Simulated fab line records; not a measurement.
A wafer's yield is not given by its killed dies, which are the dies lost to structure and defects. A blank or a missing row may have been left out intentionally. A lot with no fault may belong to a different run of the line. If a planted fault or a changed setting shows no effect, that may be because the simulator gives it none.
Split-lot study | flow gf180mcu | on a route of 602 steps: 5 lots, 23 wafers read

== THE SPLIT ==
At GF_VT_IMPLANT_IMPLANT_08, the setting doseCm2 was moved away from the recipe's 8.29e+12 on 11 of the 23 wafers read, by -16.1% to +14.7%. This setting was run at the recipe's value on the other wafers.

== THE PATH FROM SPLIT TO READING: the file shows 1 step between them ==
- GF_VT_IMPLANT_STRIP_09: strips in O2/N2

== THE READING ==
VT_IMPLANT_TW, at GF_VT_IMPLANT_TW_MEAS_10. Typical for fault-free wafers on this fab line: 567, with standard deviation 3.7.

wafer  | tool, chamber at the split | doseCm2 as run | against the recipe | VT_IMPLANT_TW | against lot-mates on the recipe
L075.2 | implanter-04, 0            | 9.156e+12      | +10.4%             | 589           | +17
L075.3 | implanter-04, 0            | 8.29e+12       | recipe             | 574           | -
L075.4 | implanter-04, 0            | 9.156e+12      | +10.4%             | 590           | +18
L075.5 | implanter-04, 0            | 8.29e+12       | recipe             | 570           | -
L075.6 | implanter-04, 0            | 8.29e+12       | recipe             | 572           | -
L078.1 | implanter-02, 0            | 9.508e+12      | +14.7%             | 592           | +24
L078.2 | implanter-02, 0            | 8.29e+12       | recipe             | 567           | -
L078.3 | implanter-02, 0            | 9.508e+12      | +14.7%             | 593           | +26
L078.5 | implanter-02, 0            | 9.508e+12      | +14.7%             | 591           | +24
L078.6 | implanter-02, 0            | 8.29e+12       | recipe             | 568           | -
L079.1 | implanter-02, 0            | 6.958e+12      | -16.1%             | 532           | -28
L079.2 | implanter-02, 0            | 8.29e+12       | recipe             | 560           | -
L079.3 | implanter-02, 0            | 8.29e+12       | recipe             | 561           | -
L079.5 | implanter-02, 0            | 6.958e+12      | -16.1%             | 531           | -30
L079.6 | implanter-02, 0            | 6.958e+12      | -16.1%             | 529           | -32
L080.2 | implanter-03, 0            | 8.29e+12       | recipe             | 567           | -
L080.5 | implanter-03, 0            | 8.29e+12       | recipe             | 569           | -
L080.6 | implanter-03, 0            | 8.29e+12       | recipe             | 569           | -
L083.1 | implanter-03, 0            | 9.101e+12      | +9.8%              | 582           | +12
L083.2 | implanter-03, 0            | 9.101e+12      | +9.8%              | 587           | +16
L083.3 | implanter-03, 0            | 8.29e+12       | recipe             | 571           | -
L083.4 | implanter-03, 0            | 8.29e+12       | recipe             | 570           | -
L083.5 | implanter-03, 0            | 9.101e+12      | +9.8%              | 586           | +16

FIT RESULTS
A straight line over all 23 wafers: VT_IMPLANT_TW changes by +2.01 for each +1% of doseCm2; r = +0.98; the points scatter about the line by 4.
The same after taking each lot's own level away (the mean of its wafers on the recipe; 23 wafers): +1.74 for each +1%; r = +1.00; scatter 1.6.
According to that fit, moving doseCm2 by its largest amount changes the reading by 28.
Across the lots, their own levels run from 560.5 to 572.0, a range of 3.1 times the standard deviation given above.
Thus the slope moves with the lot-to-lot level: the two fits are different.
Check: -28.7 against its lot-mates is what the line predicts for one of the wafers moved furthest among these (-16.1%) when that wafer is left out of the fit. Against them it came out at -28.5.

== THE OTHER SPLITS THESE WAFERS WENT THROUGH ==
Other splits were also applied to these wafers ahead of the reading. Each is held against what the fit with the lots' levels taken away leaves over:
other split on the same wafers | wafers away from the commonest value | r with VT_IMPLANT_TW (lot level and that fit taken away)
GF_STI_OXIDATION_01 oxTimeS    | 15                                   | -0.07
GF_STI_WET_ETCH_26 tempC       | 10                                   | -0.22
GF_NWELL_SOFTBAKE_03 tempC     | 9                                    | +0.08
GF_MVSD_IMPLANT_08 doseCm2     | 8                                    | -0.03
GF_MVPSD_COAT_02 spinRpm       | 7                                    | -0.31
GF_MVPSD_IMPLANT_09 doseCm2    | 11                                   | -0.03

== THE FILE'S OWN FIT ==
VT_IMPLANT_TW changes by +1.71 for each +1% of doseCm2, r = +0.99.
